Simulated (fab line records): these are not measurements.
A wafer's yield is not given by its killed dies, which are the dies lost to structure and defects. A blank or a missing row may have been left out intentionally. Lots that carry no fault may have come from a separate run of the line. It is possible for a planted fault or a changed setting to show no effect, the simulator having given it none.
fab line records    flow sky130
[record] lots = 6  wafers = 18  last-day = 50
route steps=708 shown LI_CONTACT@364 PAD_OPEN@708
lots with no fault: from the same line, run without faults
start-h: hours from the record's first day to the start of the lot's first wafer shown    wait-h: hours since the lot's step before    " unchanged from the row above    L1.1+2: a row that stands for several wafers    - no value, or no start given    * or withheld: withheld    < > ~ a bound
route shown NAME@n: a module of which the file shows steps, and the number in the route of the first    usual: the fault-free wafers' mean and standard deviation    same: alike in all rows    chamber/n: place in a boat    sites: each site's reading    _std_site: the values' standard deviation    _edge_site: inner sites' mean taken away from outer sites' mean    radius-mm: how far each site lies from the wafer's centre    mask NAME#n: copy n    behind: the most recent tool/chamber to have shaped the wafer    hold: why the lot went on hold/how many hours it stayed there/how the hold came to an end    device: the transistor (n, p or np) that didn't switch    end of line: the route-end tests of the same wafers    a step without rows: its recipe alone    killed: the dies lost at the first sort to structure and to defects; this is not the yield of the wafer    map: dies across one wafer; x = killed, . = not, _ = none there
set.NAME: the setting that was run; set.NAME@STEP: the one run at that earlier step    model.NAME: the simulator's own value behind a step, which no gauge read
lots at some steps of the route; a table a step, a row a wafer
services: the hour from which a tool's chamber was out of use, counted from the record's first day as start-h (under 0 if before that day), plus the number of hours and why
[[steps]]
[step SKY_LI_CONTACT_CMP_02]
[recipe] material = PSG  down-force-psi = 4  platen-rpm = 60  pad-velocity-m-s = 0.94248
[usual] motor-current-A = 12.2/1.2  time-to-endpoint-s = 32.2/2.6
lot.wafer  tool    chamber  start-h  wait-h  motor-current-A  time-to-endpoint-s
L683.3     cmp-01  3        698.43   0.0     12.6             33.9
L683.1     "       1        "        "       13.4             31.6
L683.2     "       2        "        "       9.9              32.0
L691.2     cmp-02  3        756.10   0.0     10.8             25.9
L691.1     "       0        "        "       12.2             29.8
L691.6     "       0        "        "       12.6             28.7
L692.1     cmp-02  3        758.84   0.1     11.1             31.5
L692.3     "       2        "        "       12.4             27.6
L692.6     "       0        "        "       12.9             32.8
L695.3     cmp-01  2        769.99   0.0     10.2             31.2
L695.4     "       3        "        "       12.4             34.7
L695.2     "       0        "        "       12.9             31.5
L697.1     cmp-01  0        787.48   0.1     11.8             35.4
L697.5     "       2        "        "       10.1             30.5
L697.6     "       3        "        "       12.3             34.7
L699.3     cmp-01  3        819.84   0.1     12.5             35.1
L699.1     "       1        "        "       14.0             32.4
L699.6     "       3        "        "       11.7             33.2
[step SKY_LI_CONTACT_BOW_MEAS_03]
[recipe] mode = bow
[usual] LI_CONTACT_BOW = 55/6.3
lot.wafer  tool           chamber  start-h  wait-h  LI_CONTACT_BOW[um]
L683.1     film-metro-02  -        698.73   0.1     58
L683.2     "              -        "        "       51
L683.3     "              -        "        "       58
L691.1     film-metro-01  -        756.40   0.2     65
L691.2     "              -        "        "       44
L691.6     "              -        "        "       59
L692.1     film-metro-01  -        759.14   0.2     54
L692.3     "              -        "        "       66
L692.6     "              -        "        "       53
L695.2     film-metro-02  -        770.31   0.2     59
L695.3     "              -        "        "       55
L695.4     "              -        "        "       54
L697.1     film-metro-01  -        787.68   0.1     52
L697.5     "              -        "        "       57
L697.6     "              -        "        "       49
L699.1     film-metro-03  -        820.09   0.1     57
L699.3     "              -        "        "       61
L699.6     "              -        "        "       60
[step SKY_LI_CONTACT_DEHYDRATE_04]
[recipe] temp-c = 200  time-s = 60
[step SKY_LI_CONTACT_HMDS_05]
[recipe] prime-time-s = 60  prime-temp-c = 120
[step SKY_LI_CONTACT_COAT_06]
[recipe] resist = BARC  temp-c = withheld  time-s = withheld  spin-rpm = 3000  resist-thk-nm = 60
[step SKY_LI_CONTACT_COAT_07]
[recipe] resist = KrF-thick  spin-rpm = 3000  resist-thk-nm = 450
[step SKY_LI_CONTACT_SOFTBAKE_08]
[recipe] temp-c = 100  time-s = 90  resist = KrF-thick
[step SKY_LI_CONTACT_EXPOSE_09]
[recipe] mask-id = LICM1  na = 0.8  source-shape = annular  sigma-inner = 0.55  sigma-outer = 0.85  target-cd-nm = 170  dose-mj = 38
[step SKY_LI_CONTACT_PEB_10]
[recipe] peb-temp-c = withheld  peb-time-s = withheld  resist = KrF-thick
[step SKY_LI_CONTACT_DEVELOP_11]
[recipe] develop-time-s = 60  resist = KrF-thick  dev-temp-c = 21
[step SKY_LI_CONTACT_CD_MEAS_12]
[recipe] target-cd-nm = 170
[usual] cd-nm = 170.2/1.6
lot.wafer  tool       chamber  start-h  wait-h  cd-nm
L683.1     cd-sem-02  -        725.81   -       167.6
L683.2     "          -        "        "       168.6
L683.3     "          -        "        "       168.0
L691.1     cd-sem-02  -        782.56   -       168.6
L691.2     "          -        "        "       168.7
L691.6     "          -        "        "       167.2
L692.1     cd-sem-01  -        786.35   -       169.8
L692.3     "          -        "        "       170.7
L692.6     "          -        "        "       171.2
L695.2     cd-sem-02  -        797.03   -       170.1
L695.3     "          -        "        "       168.7
L695.4     "          -        "        "       169.1
L697.1     cd-sem-02  -        814.22   -       169.1
L697.5     "          -        "        "       169.5
L697.6     "          -        "        "       168.3
L699.1     cd-sem-02  -        846.71   -       170.0
L699.3     "          -        "        "       168.8
L699.6     "          -        "        "       169.2
[step SKY_LI_CONTACT_OVL_MEAS_13]
[usual] LI_CONTACT_OVL = -3/5
lot.wafer  tool        chamber  start-h  wait-h  LI_CONTACT_OVL[nm]
L683.1     overlay-01  -        725.93   0.1     -3
L683.2     "           -        "        "       -6
L683.3     "           -        "        "       -5
L691.1     overlay-01  -        782.68   0.1     1
L691.2     "           -        "        "       5
L691.6     "           -        "        "       3
L692.1     overlay-02  -        786.47   0.1     1
L692.3     "           -        "        "       3
L692.6     "           -        "        "       3
L695.2     overlay-02  -        797.14   0.1     -11
L695.3     "           -        "        "       -5
L695.4     "           -        "        "       -11
L697.1     overlay-01  -        814.34   0.1     -2
L697.5     "           -        "        "       -2
L697.6     "           -        "        "       -7
L699.1     overlay-02  -        846.83   0.1     -9
L699.3     "           -        "        "       -7
L699.6     "           -        "        "       -9
[step SKY_LI_CONTACT_ETCH_14]
[recipe] chemistry = N2/H2  target = BARC  ion-energy-ev = 200  source-w = 500  bias-w = 100  pressure-mtorr = 30  n2-flow-sccm = 100  h2-flow-sccm = 200  stop-on = SiO2  time-s = 45.9  target-depth-a = 600
[usual] bias-w = 99.94/0.27  chamber-pressure-mTorr = 30.004/0.029  drypump-motor-current-A = 5.78/0.28  oes-product-au = 0.855/0.0043  throttle-valve-pct = 13.225/0.0084
lot.wafer  tool         chamber  start-h  wait-h  bias-w  chamber-pressure-mTorr  drypump-motor-current-A  oes-product-au  rf-hours-counter-h  throttle-valve-pct  model.KrF-thick_of_LI_CONTACT_COAT_07.thk-nm
L683.1     rie-diel-01  1        725.97   0.0     99.64   30.021                  5.82                     0.857           11                  13.236              392.5
L683.2     "            2        "        "       99.58   30.027                  5.78                     0.864           16                  13.224              393.2
L683.3     "            0        "        "       99.89   29.982                  5.88                     0.864           9                   13.219              393.2
L691.1     rie-diel-01  3        782.72   0.0     -       -                       -                        -               -                   -                   433.8
L691.2     "            2        "        "       -       -                       -                        -               -                   -                   433.6
L691.6     "            3        "        "       -       -                       -                        -               -                   -                   435.3
L692.1     rie-diel-03  1        786.51   0.0     -       -                       -                        -               -                   -                   437.9
L692.3     "            2        "        "       -       -                       -                        -               -                   -                   437.7
L692.6     "            0        "        "       -       -                       -                        -               -                   -                   438.4
L695.2     rie-diel-01  3        797.17   0.0     100.02  29.998                  5.57                     0.857           11                  13.218              394.1
L695.3     "            0        "        "       99.79   29.990                  5.87                     0.852           11                  13.217              396.8
L695.4     "            2        "        "       100.21  29.922                  5.80                     0.857           18                  13.228              396
L697.1     rie-diel-04  0        814.37   0.0     99.58   30.037                  5.97                     0.864           11                  13.239              391.4
L697.5     "            3        "        "       99.61   30.026                  5.81                     0.852           -                   13.232              391.2
L697.6     "            0        "        "       99.80   29.988                  6.01                     0.850           -                   13.219              390.8
L699.1     rie-diel-01  1        846.87   0.0     99.69   30.063                  5.84                     0.856           14                  13.217              393.5
L699.3     "            3        "        "       100.25  30.003                  5.53                     0.849           12                  13.227              392.7
L699.6     "            3        "        "       99.62   30.015                  5.53                     0.849           -                   13.223              392.4
[step SKY_LI_CONTACT_ETCH_15]
[recipe] target = PSG  chemistry = C4F8/O2/Ar  stop-on = Si  taper-deg = 4.15  mask-material = KrF-thick  source-w = 1500  bias-w = 1200  pressure-mtorr = 40  c4f8-flow-sccm = withheld  O2_flow_sccm = 6  Ar_flow_sccm = 300  time-s = withheld  target-depth-a = 6000
[usual] bias-w = 1200/3.3  chamber-pressure-mTorr = 40.00/0.038  oes-product-au = 0.837/0.0046
lot.wafer  tool         chamber  start-h  wait-h  bias-w  chamber-pressure-mTorr  oes-product-au  model.KrF-thick_of_LI_CONTACT_COAT_07.thk-nm
L683.1     rie-diel-01  1        726.01   0.0     1201    40.01                   0.839           225.8
L683.2     "            2        "        "       1195    39.97                   0.835           232.5
L683.3     "            0        "        "       1195    39.99                   0.840           234.3
L691.1     rie-diel-01  3        782.76   0.0     1205    39.95                   0.380           267.8
L691.2     "            2        "        "       1199    40.03                   0.374           278.5
L691.6     "            3        "        "       1208    40.00                   0.373           268.6
L692.1     rie-diel-03  1        786.55   0.0     1200    40.04                   0.370           278.6
L692.3     "            2        "        "       1206    39.93                   0.374           276.7
L692.6     "            0        "        "       1203    40.00                   0.368           276.8
L695.2     rie-diel-01  3        797.21   0.0     1201    39.99                   0.840           228.4
L695.3     "            0        "        "       1201    40.04                   0.839           237.4
L695.4     "            2        "        "       1197    40.05                   0.838           240.6
L697.1     rie-diel-04  0        814.42   0.0     1198    39.97                   0.840           230.8
L697.5     "            3        "        "       1198    39.99                   0.847           228.9
L697.6     "            0        "        "       1201    39.98                   0.838           229.1
L699.1     rie-diel-01  1        846.91   0.0     1199    40.06                   0.827           230.4
L699.3     "            3        "        "       1203    39.97                   0.835           228.8
L699.6     "            3        "        "       1201    39.99                   0.826           229
[step SKY_LI_CONTACT_STRIP_16]
[recipe] chemistry = O2/N2  power-w = 1400  pressure-mtorr = 1500  platen-temp-c = withheld  o2-flow-sccm = 3000  n2-flow-sccm = 300  overash-fraction = 0.5
[usual] drypump-motor-current-A = 5.9/0.44  oes-product-au = 0.375/0.0048  strip-time-to-endpoint-s = 3.49/0.039
lot.wafer  tool             chamber  start-h  wait-h  drypump-motor-current-A  oes-product-au  rf-hours-counter-h  strip-time-to-endpoint-s
L683.1     plasma-asher-01  0        726.09   -       6.1                      0.376           26                  3.40
L683.2     "                1        "        "       5.3                      0.370           26                  3.50
L683.3     "                0        "        "       6.1                      0.374           -                   3.52
L691.1     plasma-asher-02  1        782.84   -       5.8                      0.396           69                  3.88
L691.2     "                0        "        "       6.5                      0.402           69                  3.99
L691.6     "                0        "        "       6.5                      0.396           -                   3.90
L692.1     plasma-asher-02  1        786.64   -       5.8                      0.397           69                  3.99
L692.3     "                0        "        "       6.5                      0.397           -                   3.98
L692.6     "                1        "        "       5.9                      0.395           -                   3.98
L695.2     plasma-asher-02  1        797.29   -       5.8                      0.370           70                  3.47
L695.3     "                1        "        "       5.8                      0.376           -                   3.55
L695.4     "                0        "        "       6.5                      0.380           -                   3.58
L697.1     plasma-asher-02  1        814.50   -       5.8                      0.369           72                  3.51
L697.5     "                1        "        "       5.8                      0.376           -                   3.46
L697.6     "                0        "        "       6.5                      0.372           -                   3.46
L699.1     plasma-asher-01  0        847.00   -       6.1                      0.369           39                  3.48
L699.3     "                0        "        "       6.1                      0.384           -                   3.47
L699.6     "                1        "        "       5.3                      0.371           -                   3.46
[step SKY_LI_CONTACT_CLEAN_17]
[recipe] chemistry = NMP  time-s = 600  temp-c = 60  dry = n2-spin
[step SKY_PAD_OPEN_PROBE_99]
[usual] killed_at_M0_to_M3 = 43/6.8  killed_at_M4_up = 3.0/1.8  killed-at-contacts = 23/5.4  killed-at-front-end = 15/4.4  killed-at-other = 0.3/0.51  killed-dies = 85/9.2  killed-on-rim = 17/3.7  killed-open = 47/6.8  killed-short = 39/6.8
[same] gross-dies = 492  killed-at-back-side = 0
lot.wafer  tool       chamber  start-h  wait-h  killed_at_M0_to_M3  killed_at_M4_up  killed-at-contacts  killed-at-front-end  killed-at-other  killed-dies  killed-on-rim  killed-open  killed-short
L683.1     prober-02  -        1112.87  0.1     44                  1                32                  23                   1                101          16             57           44
L683.2     prober-02  -        1112.92  0.1     33                  6                22                  24                   0                85           17             42           43
L683.3     prober-02  -        1112.97  0.2     42                  2                26                  17                   1                88           15             41           47
L691.1     prober-02  -        1152.29  0.1     43                  7                435                 7                    0                492          96             47           27
L691.2     prober-02  -        1152.34  0.1     38                  4                433                 17                   0                492          96             44           42
L691.6     prober-02  -        1152.54  0.2     50                  4                423                 14                   1                492          96             46           49
L692.1     prober-01  -        1155.84  0.1     38                  4                434                 15                   1                492          96             39           43
L692.3     prober-01  -        1155.94  0.2     38                  0                440                 14                   0                492          96             44           38
L692.6     prober-01  -        1156.09  0.2     41                  4                431                 16                   0                492          96             51           36
L695.2     prober-02  -        1164.33  0.1     51                  1                8                   21                   0                81           8              44           37
L695.3     prober-02  -        1164.38  0.2     41                  2                30                  13                   0                86           18             61           25
L695.4     prober-02  -        1164.43  0.2     45                  1                15                  15                   0                76           13             35           41
// killed by level:class
L683.1 LI_CONTACT:geometric-particle:open=13 VIA1:geometric-particle:open=13 VIA3:geometric-particle:open=8 CONTACT:geometric-particle:open=7 FIELD_ISO:geometric-particle:open=6 POLY_GATE:geometric-particle:short=5 CONTACT:geometric-particle:short=5 VIA1:geometric-particle:short=5
L683.2 LI_CONTACT:geometric-particle:open=10 VIA1:geometric-particle:open=10 FIELD_ISO:geometric-particle:short=8 METAL4:geometric-particle:short=6 METAL2:geometric-particle:short=6 CONTACT:geometric-particle:open=5 POLY_GATE:geometric-particle:short=4 LI_CONTACT:geometric-particle:short=4
L683.3 VIA1:geometric-particle:open=10 CONTACT:geometric-particle:short=9 VIA3:geometric-particle:open=8 METAL2:geometric-particle:short=6 LOCAL_INTERCONNECT:geometric-particle:short=5 CONTACT:geometric-particle:open=5 POLY_GATE:geometric-particle:open=4 LI_CONTACT:geometric-particle:open=4
L691.1 LI_CONTACT:area-etch=418 VIA1:geometric-particle:open=15 VIA3:geometric-particle:open=7 METAL2:geometric-particle:short=6 LI_CONTACT:geometric-particle:open=6 METAL4:geometric-particle:short=5 METAL2:geometric-particle:open=5 CONTACT:geometric-particle:short=4
L691.2 LI_CONTACT:area-etch=406 VIA1:geometric-particle:open=10 LI_CONTACT:geometric-particle:open=7 LI_CONTACT:geometric-particle:short=6 CONTACT:geometric-particle:open=6 VIA1:geometric-particle:short=6 POLY_GATE:geometric-particle:short=5 VIA3:geometric-particle:open=5
L691.6 LI_CONTACT:area-etch=397 VIA1:geometric-particle:open=11 METAL1:geometric-particle:short=9 VIA2:geometric-particle:open=8 CONTACT:geometric-particle:open=6 LI_CONTACT:geometric-particle:short=6 LOCAL_INTERCONNECT:geometric-particle:short=6 METAL2:geometric-particle:short=6
L692.1 LI_CONTACT:area-etch=410 CONTACT:geometric-particle:open=9 VIA1:geometric-particle:short=7 VIA3:geometric-particle:open=7 VIA3:geometric-particle:short=5 POLY_GATE:geometric-particle:open=5 LI_CONTACT:geometric-particle:open=5 POLY_GATE:geometric-particle:short=4
L692.3 LI_CONTACT:area-etch=410 LI_CONTACT:geometric-particle:open=14 VIA1:geometric-particle:open=9 CONTACT:geometric-particle:short=6 VIA3:geometric-particle:open=6 METAL1:geometric-particle:short=6 FIELD_ISO:geometric-particle:short=5 LI_CONTACT:geometric-particle:short=5
L692.6 LI_CONTACT:area-etch=405 LI_CONTACT:geometric-particle:open=9 CONTACT:geometric-particle:open=9 VIA1:geometric-particle:open=8 METAL2:geometric-particle:short=7 POLY_GATE:geometric-particle:open=5 VIA1:geometric-particle:short=5 VIA3:geometric-particle:open=5
L695.2 VIA1:geometric-particle:open=16 FIELD_ISO:geometric-particle:open=7 METAL1:geometric-particle:short=6 VIA2:geometric-particle:open=6 VIA3:geometric-particle:short=6 METAL2:geometric-particle:short=5 POLY_GATE:geometric-particle:open=4 VIA3:geometric-particle:open=4
L695.3 CONTACT:geometric-particle:open=15 VIA1:geometric-particle:open=10 LI_CONTACT:geometric-particle:open=10 VIA2:geometric-particle:open=10 FIELD_ISO:geometric-particle:open=6 METAL3:geometric-particle:short=5 VIA1:geometric-particle:short=4 POLY_GATE:geometric-particle:open=3
L695.4 VIA1:geometric-particle:open=11 METAL2:geometric-particle:short=7 VIA3:geometric-particle:open=6 METAL1:geometric-particle:short=6 CONTACT:geometric-particle:open=5 FIELD_ISO:geometric-particle:short=4 LOCAL_INTERCONNECT:geometric-particle:short=4 POLY_GATE:geometric-particle:short=4
// map L691.1 (x killed, . not)
__________xxxxxxxxxx_________
________xxxxxxxxxxxxxx_______
______xxxxxxxxxxxxxxxxxx_____
_____xxxxxxxxxxxxxxxxxxxx____
____xxxxxxxxxxxxxxxxxxxxxx___
___xxxxxxxxxxxxxxxxxxxxxxxx__
__xxxxxxxxxxxxxxxxxxxxxxxxxx_
_xxxxxxxxxxxxxxxxxxxxxxxxxxxx
_xxxxxxxxxxxxxxxxxxxxxxxxxxxx
_xxxxxxxxxxxxxxxxxxxxxxxxxxxx
_xxxxxxxxxxxxxxxxxxxxxxxxxxxx
_xxxxxxxxxxxxxxxxxxxxxxxxxxxx
_xxxxxxxxxxxxxxxxxxxxxxxxxxxx
_xxxxxxxxxxxxxxxxxxxxxxxxxxxx
_xxxxxxxxxxxxxxxxxxxxxxxxxxxx
__xxxxxxxxxxxxxxxxxxxxxxxxxx_
___xxxxxxxxxxxxxxxxxxxxxxxx__
____xxxxxxxxxxxxxxxxxxxxxx___
_____xxxxxxxxxxxxxxxxxxxx____
______xxxxxxxxxxxxxxxxxx_____
________xxxxxxxxxxxxxx_______
__________xxxxxxxxxx_________
// map L692.1 (x killed, . not)
__________xxxxxxxxxx_________
________xxxxxxxxxxxxxx_______
______xxxxxxxxxxxxxxxxxx_____
_____xxxxxxxxxxxxxxxxxxxx____
____xxxxxxxxxxxxxxxxxxxxxx___
___xxxxxxxxxxxxxxxxxxxxxxxx__
__xxxxxxxxxxxxxxxxxxxxxxxxxx_
_xxxxxxxxxxxxxxxxxxxxxxxxxxxx
_xxxxxxxxxxxxxxxxxxxxxxxxxxxx
_xxxxxxxxxxxxxxxxxxxxxxxxxxxx
_xxxxxxxxxxxxxxxxxxxxxxxxxxxx
_xxxxxxxxxxxxxxxxxxxxxxxxxxxx
_xxxxxxxxxxxxxxxxxxxxxxxxxxxx
_xxxxxxxxxxxxxxxxxxxxxxxxxxxx
_xxxxxxxxxxxxxxxxxxxxxxxxxxxx
__xxxxxxxxxxxxxxxxxxxxxxxxxx_
___xxxxxxxxxxxxxxxxxxxxxxxx__
____xxxxxxxxxxxxxxxxxxxxxx___
_____xxxxxxxxxxxxxxxxxxxx____
______xxxxxxxxxxxxxxxxxx_____
________xxxxxxxxxxxxxx_______
__________xxxxxxxxxx_________
[[services]]
tool         chamber  start-h  hours  kind
cmp-02       -        680.39   0.5    repair
rie-diel-04  -        683.24   2.8    pm
cmp-02       -        687.67   6.2    pm
rie-diel-03  3        688.97   2.4    repair
cmp-02       -        699.98   1.5    repair
rie-diel-01  2        700.56   2.5    repair
cmp-01       -        721.35   2.6    repair
cmp-02       -        744.39   4.0    pm
rie-diel-01  -        744.40   0.3    repair
cmp-02       -        748.39   -      consumable-replace:conditioner
cmp-02       -        748.39   -      consumable-replace:pad
rie-diel-03  3        772.54   88.9   repair
cmp-01       -        786.86   0.5    repair
rie-diel-03  -        799.09   0.5    repair
rie-diel-03  0        802.10   3.3    repair
rie-diel-01  1        817.75   3.2    repair
[[key]]
[first-sign] step = SKY_LI_CONTACT_ETCH_14  reading = tool-record  direction = missing
[effect] step = SKY_LI_CONTACT_ETCH_15  reading = oes-product-au  direction = down  sigmas = 99+  usual = 0.837  struck = 0.373
[effect] step = SKY_LI_CONTACT_STRIP_16  reading = strip-time-to-endpoint-s  direction = up  sigmas = 12  usual = *  struck = *
[effect] step = SKY_PAD_OPEN_PROBE_99  reading = killed-at-contacts  direction = up  sigmas = 75  usual = 23  struck = 433
[model-effect] step = SKY_LI_CONTACT_ETCH_14  value = KrF-thick_of_LI_CONTACT_COAT_07.thk-nm  without = 392.1  struck = 436.1
[model-effect] step = SKY_LI_CONTACT_ETCH_15  value = KrF-thick_of_LI_CONTACT_COAT_07.thk-nm  without = 230.5  struck = 274.5
[more-kills-born-at] SKY_LI_CONTACT_ETCH_14@rie-diel-03 = 1225  SKY_LI_CONTACT_ETCH_14@rie-diel-01 = 1221
met-at SKY_LI_CONTACT_ETCH_14
struck-wafers L691.1,L691.2,L691.6,L692.1,L692.3,L692.6
later-rows-left-out L691.1,L691.2,L691.6,L692.1,L692.3,L692.6
tester-left-out L691,L692
onset-between 725.97 782.72
[fault] kind = skipped-step-whole  tool = rie-diel-01,rie-diel-03  chamber = -  onset-h = 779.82  steps = SKY_LI_CONTACT_ETCH_14  scope = struck-lots-only
// tester-left-out: of these lots the tester's yield and bins aren't shown, on N5 and GAA mostly nor the transistor test; their killed dies are dies lost to structure and defects alone, not to doping, threshold or leakage, so they don't give the yield
// later-rows-left-out: the simulator's readings of these wafers behind a module that went badly wrong aren't trusted and aren't shown, but for the sort
